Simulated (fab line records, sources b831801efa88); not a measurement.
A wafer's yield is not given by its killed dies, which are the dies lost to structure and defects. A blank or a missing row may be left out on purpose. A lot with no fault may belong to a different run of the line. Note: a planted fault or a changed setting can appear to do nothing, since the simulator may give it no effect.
2 desks, one fault | flow sky130 | what lay behind the numbers comes last; until then each desk has only its own

== FOR THE TOOL OWNER'S DESK: rie_metal-01 ==
The tool's own readings at SKY_METAL4_METAL_ETCH_18 (etches the open film in Cl2/BCl3, stops on SiO2, target depth 845 nm, time 183.1 s): means of the sampled wafers that have a number, for each lot that ran on this tool. If a lot's mean is further than 4 standard deviations from the usual mean, the lot is out of limits and carries the mark OUT (the distance appears in the brackets).
Columns: A = drypump_motor_current_A at SKY_METAL4_METAL_ETCH_18, usual 5.8 A; B = oes_product_au at SKY_METAL4_METAL_ETCH_18, usual 0.863 a.u.; C = run_length_s at SKY_METAL4_METAL_ETCH_18, usual 211.3 s; D = throttle_valve_pct at SKY_METAL4_METAL_ETCH_18, usual 22.265 %
lot  | first seen here | A   | B                | C                | D
L335 | day 42 04:29    | 5.8 | 0.869            | 210.8            | 22.259
L345 | day 44 21:59    | 5.3 | 0.863            | 210.6            | 22.256
L346 | day 45 02:47    | 5.8 | 0.889 (+5.3) OUT | 207.2 (-8.8) OUT | 22.265
L350 | day 46 06:56    | 6.2 | 0.899 (+7.3) OUT | 203.9 (-16) OUT  | 22.261
This desk's verdict: out of limits on L346, L350, starting with L346 at day 45 02:47 (oes_product_au at SKY_METAL4_METAL_ETCH_18). In limits: L335, L345.

== FROM THE METROLOGY DESK ==
Means of the sampled wafers that have a number, per lot and without regard to the tool the lot ran on: this is what the gauges read. If a lot's mean is further than 4 standard deviations from the usual mean, the lot is out of limits and carries the mark OUT (the distance appears in the brackets).
Columns: A = VIA3_W_THK at SKY_VIA3_THK_MEAS_23, usual 381 nm
lot  | first seen here | A
L335 | day 40 05:50    | 384
L337 | day 40 17:29    | 382
L338 | day 40 19:42    | 388
L339 | day 41 13:26    | 381
L345 | day 43 00:00    | 381
L346 | day 43 06:05    | 377
L350 | day 44 11:59    | 376
L348 | day 44 16:20    | 378
L349 | day 44 17:55    | 379
L357 | day 46 17:35    | 384
This desk's verdict: no lot among the 10 shows anything out of limits.

== BROUGHT TOGETHER ==
An alarm could have come from the tool owner's desk at day 45 02:47, on L346, L350.
From the metrology desk's view, nothing was out of limits.
The metrology desk holds a record of L346, L350, inside its limits.
Of the lots named, all ran SKY_METAL4_METAL_ETCH_18 on rie_metal-01.

== WHAT THE SIMULATOR HAD PUT IN ==
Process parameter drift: rie_metal-01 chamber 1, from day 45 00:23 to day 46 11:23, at SKY_METAL4_METAL_ETCH_18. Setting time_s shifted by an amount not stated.
Lots struck among those shown: L346, L350.
Hours from the fault's start to each desk's first reading out of limits: the tool owner's desk, 2.
